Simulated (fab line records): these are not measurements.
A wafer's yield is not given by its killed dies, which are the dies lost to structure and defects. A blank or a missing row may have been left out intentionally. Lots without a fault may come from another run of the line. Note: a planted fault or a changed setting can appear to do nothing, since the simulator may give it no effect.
Struck lot and sound lot, side by side / flow sky130 / 17 steps out of a route of 708
Sound: these wafers, L666.3, L666.4, L666.5. Struck: wafer L670.4. (L670.5 of the same lot was not struck and is left out.) The cause comes at the end.
For every step that has rows: the tool of each side, followed by ch and its chambers, followed by its first start. Under that, the readings that differ: sound wafers / struck wafers / difference of the means / sigmas: that difference in standard deviations of wafers without a fault.
alike: a reading whose means differ by less than 2 such deviations, as well as words and numbers matching on both sides. not compared: withheld readings; readings where some wafer has no value; bounds like >300 that might hide an equal value; numbers whose values overlap and for which the record gives no deviation.
A row with sigmas, a row that says differs or no value, or rows on one side alone: a step with any of these is where the two part. Numbers that don't overlap but have no deviation are shown without sigmas and don't part them. A reading that every wafer of one side lacks parts them only if that side has two wafers or more.

first, 1 step without rows for these wafers: SKY_VT_ADJUST_LVTN_IMPLANT_19.
SKY_VT_ADJUST_LVTN_STRIP_20: strips in O2/N2.
  sound on plasma asher-04 ch 0,1, day 8 00:55; struck on plasma asher-01 ch 0, day 9 12:27
  alike: drypump motor current A, oes product au, strip time to endpoint s
  not compared: rf hours counter h
SKY_VT_ADJUST_LVTN_TW_MEAS_21:
  sound on film metro-04, day 8 01:00; struck on film metro-02, day 9 12:33
  alike: VT_ADJUST_LVTN_2_TW
then, 7 steps without rows for these wafers: SKY_VT_ADJUST_NCORE_DEHYDRATE_00 (time 60 s); SKY_VT_ADJUST_NCORE_HMDS_01 (prime time 60 s); SKY_VT_ADJUST_NCORE_COAT_02 (resist thk 1140 nm); SKY_VT_ADJUST_NCORE_SOFTBAKE_03 (time 60 s); SKY_VT_ADJUST_NCORE_EXPOSE_04 (exposes mask LVTN COMPLEMENT THIN, target cd 380 nm); SKY_VT_ADJUST_NCORE_PEB_05; SKY_VT_ADJUST_NCORE_DEVELOP_06 (develop time 60 s).
SKY_VT_ADJUST_NCORE_CD_MEAS_07: target cd 380 nm.
  sound on cd sem-02, day 8 22:08; struck on cd sem-02, day 10 10:34
reading=cd nm (nm); sound=379.5 376.8 379.8; struck=385.5; difference=+6.8; sigmas=+3
SKY_VT_ADJUST_NCORE_OVL_MEAS_08:
  sound on overlay-01, day 8 22:14; struck on overlay-01, day 10 10:39
  alike: VT_ADJUST_NCORE_OVL
SKY_VT_ADJUST_NCORE_IMPLANT_09:
  sound on implanter-01 ch 0, day 8 22:19; struck on implanter-01 ch 0, day 10 10:44
reading=beam on s (s); sound=9.96 9.85 9.77; struck=12.65; difference=+2.79; sigmas=+13
reading=faraday current uA; sound=13.6 13.7 13.8; struck=10.7; difference=-3.0; sigmas=-10
  alike: beam energy keV, end station pressure torr
SKY_VT_ADJUST_NCORE_STRIP_10: strips in O2/N2.
  sound on plasma asher-03 ch 0,1, day 8 22:26; struck on plasma asher-02 ch 0, day 10 10:51
  alike: drypump motor current A, oes product au, strip time to endpoint s
  not compared: rf hours counter h
SKY_VT_ADJUST_NCORE_TW_MEAS_11:
  sound on film metro-03, day 8 22:32; struck on film metro-02, day 10 10:57
reading=VT_ADJUST_NCORE_TW; sound=220.8 221.4 221.3; struck=233.2; difference=+12.0; sigmas=+7
then, 1 step without rows for these wafers: SKY_VT_ADJUST_HVTR_DEHYDRATE_00 (time 60 s).
-- record jumps: 37 days separate the struck wafers' starts on either side; left off in module VT_ADJUST_HVTR, taken up again in module PAD_OPEN, whose first shown step is the route's number 708 --
SKY_PAD_OPEN_PROBE_99:
  sound on prober-01, day 45 22:11; struck on prober-02, day 47 09:53
reading=killed_at_M4_up; sound=1 3 2; struck=6; difference=+4; sigmas=+2
reading=killed short; sound=26 28 34; struck=48; difference=+19; sigmas=+3
reading=model.etest.nfet_16v.r on ohm um; sound=1.416e+04 1.406e+04 1.42e+04; struck=1.511e+04; difference=+9.700e+02; sigmas=
reading=model.etest.pfet_16v.r on ohm um; sound=1.524e+04 1.497e+04 1.528e+04; struck=1.454e+04; difference=-6.233e+02; sigmas=
reading=model.etest.pfet g5v0d10v5.r on ohm um; sound=4742 4778 4781; struck=4466; difference=-301; sigmas=
reading=model.etest.tip p.rs ohm sq; sound=6986 7025 6939; struck=6671; difference=-312; sigmas=
reading=model.etest.res pwell under gate.rs ohm sq; sound=2268 2290 2277; struck=2241; difference=-37; sigmas=
reading=model.etest.nfet g5v0d10v5.r on ohm um; sound=1902 1894 1910; struck=1952; difference=+50; sigmas=
reading=model.etest.tip_p_5v.rs ohm sq; sound=2871 2846 2873; struck=2823; difference=-40; sigmas=
reading=model.etest.tip_n_5v.rs ohm sq; sound=1386 1384 1393; struck=1404; difference=+16; sigmas=
  alike: killed_at_M0_to_M3, killed at contacts, killed at front end, killed at other, killed dies, killed open

## WHERE THEY PART
First at SKY_VT_ADJUST_NCORE_CD_MEAS_07; last, within this record, at SKY_PAD_OPEN_PROBE_99.

WHY: whatever the simulator had introduced
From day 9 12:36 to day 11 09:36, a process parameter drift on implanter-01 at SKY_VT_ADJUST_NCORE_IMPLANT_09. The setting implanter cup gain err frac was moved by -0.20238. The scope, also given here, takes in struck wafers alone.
